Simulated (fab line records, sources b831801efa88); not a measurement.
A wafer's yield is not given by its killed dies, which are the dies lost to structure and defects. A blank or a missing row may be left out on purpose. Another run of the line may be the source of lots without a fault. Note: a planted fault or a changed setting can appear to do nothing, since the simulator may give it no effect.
Which tool was responsible? -- flow sky130 -- 15 lots with 45 wafers sampled at 3 steps, on a route of 708 steps

## WHAT EACH GAUGE READ, for each wafer
SKY_SD_P_CD_MEAS_07: the cd target is 380 nm. Usual: cd-nm 380.1 nm, standard deviation 2.5.
lot,measured,on,cd-nm (nm),flag
L612,day 25 13:05,cd-sem-02,381.0 381.8 379.2,
L614,day 26 00:28,cd-sem-02,381.4 384.1 381.9,
L615,day 26 11:03,cd-sem-01,378.6 381.2 380.4,
L616,day 27 00:22,cd-sem-02,378.9 377.4 377.5,
L617,day 27 00:35,cd-sem-02,378.6 378.2 378.4,
L618,day 27 14:05,cd-sem-01,379.2 381.0 380.8,
L620,day 28 19:35,cd-sem-01,380.8 379.7 378.7,
L626,day 30 19:44,cd-sem-02,382.9 383.2 381.8,
L625,day 30 20:13,cd-sem-01,383.3 384.4 384.7,
L629,day 31 21:57,cd-sem-01,373.5 374.6 374.3,
L628,day 31 22:13,cd-sem-02,378.3 376.1 378.2,
L631,day 32 06:41,cd-sem-02,381.9 381.8 379.4,
L630,day 32 09:30,cd-sem-02,378.4 379.1 379.1,
L633,day 32 17:22,cd-sem-02,383.7 383.9 383.4,
L634,day 33 05:06,cd-sem-02,380.9 381.2 379.9,

SKY_SD_N_TW_MEAS_12. Usual: SD_N_TW typically reads 3975, with standard deviation 24.
lot,measured,on,SD_N_TW,flag
L612,day 27 23:32,film-metro-01,4009 3981 3999,
L614,day 28 11:08,film-metro-01,4018 4004 4007,
L615,day 28 22:07,film-metro-01,3984 4005 4013,
L616,day 29 10:44,film-metro-02,3964 3999 3979,
L617,day 29 10:52,film-metro-01,3988 3982 4007,
L618,day 29 23:15,film-metro-01,4000 3967 3991,
L620,day 31 03:37,film-metro-02,3969 3955 3982,
L626,day 33 03:32,film-metro-04,3949 3955 3968,
L625,day 33 04:01,film-metro-04,3946 3945 3971,
L629,day 34 04:07,film-metro-02,4017 3997 3992,
L628,day 34 05:06,film-metro-04,3955 3935 3954,
L631,day 34 11:57,film-metro-04,3954 3960 3931,
L630,day 34 16:10,film-metro-02,3978 3987 3983,
L633,day 34 23:00,film-metro-04,3976 3960 3962,
L634,day 35 09:25,film-metro-02,4008 4005 4011,

SKY_SD_N_RS_MEAS_18: a four-point-probe measurement. Usual: RES_XHIGH_RS typically reads 332.7 ohm/sq, with standard deviation 1.4.
lot,measured,on,RES_XHIGH_RS (ohm/sq),flag
L612,day 28 00:05,film-metro-01,332.2 331.3 333.4,
L614,day 28 11:41,film-metro-01,334.2 333.7 333.7,
L615,day 28 22:40,film-metro-02,333.6 333.6 332.8,
L616,day 29 11:17,film-metro-02,333.3 332.5 334.5,
L617,day 29 11:23,film-metro-04,333.6 335.5 334.9,
L618,day 29 23:50,film-metro-04,330.8 332.1 331.9,
L620,day 31 04:08,film-metro-01,333.1 332.8 332.1,
L626,day 33 04:07,film-metro-02,331.7 332.1 332.4,
L625,day 33 04:34,film-metro-01,330.0 330.4 331.2,
L629,day 34 04:38,film-metro-01,332.7 330.7 330.9,
L628,day 34 05:37,film-metro-01,334.0 331.9 332.1,
L631,day 34 12:28,film-metro-01,333.5 332.1 332.3,
L630,day 34 16:43,film-metro-02,333.2 332.5 332.2,
L633,day 34 23:33,film-metro-02,335.2 335.3 335.0,
L634,day 35 09:58,film-metro-01,332.5 333.2 332.6,

## EACH LOT AND THE TOOL THAT RAN IT (in order: tool; ch and the chambers of the sampled wafers; start)
No process step before these readings appears in the record.

## AS READ BY THE TOOLS THEMSELVES (means over the sampled wafers that have a number; for cases with no such wafer, the mark the record gives instead)
The record holds no such reading with a usual standard deviation.

## THE ANSWER, worked out from the rows above alone
Rule: take the mean of a lot's wafers that have a number; if it is more than 3 standard deviations from the usual mean, the lot is off. A lot without any number at a reading at which 4 lots or more have one is off too. Where the step has rows for the other lots, those lots are counted as sound. First the gauges in route order, then the tools' own readings, where a lot's mean is used as printed above. The first step at which some lot is off is used, and at that step the reading that is off furthest; a lot without a number counts as furthest.
None of the lots is off at any reading shown; this tells nothing.

## WHAT THE SIMULATOR HAD INSERTED
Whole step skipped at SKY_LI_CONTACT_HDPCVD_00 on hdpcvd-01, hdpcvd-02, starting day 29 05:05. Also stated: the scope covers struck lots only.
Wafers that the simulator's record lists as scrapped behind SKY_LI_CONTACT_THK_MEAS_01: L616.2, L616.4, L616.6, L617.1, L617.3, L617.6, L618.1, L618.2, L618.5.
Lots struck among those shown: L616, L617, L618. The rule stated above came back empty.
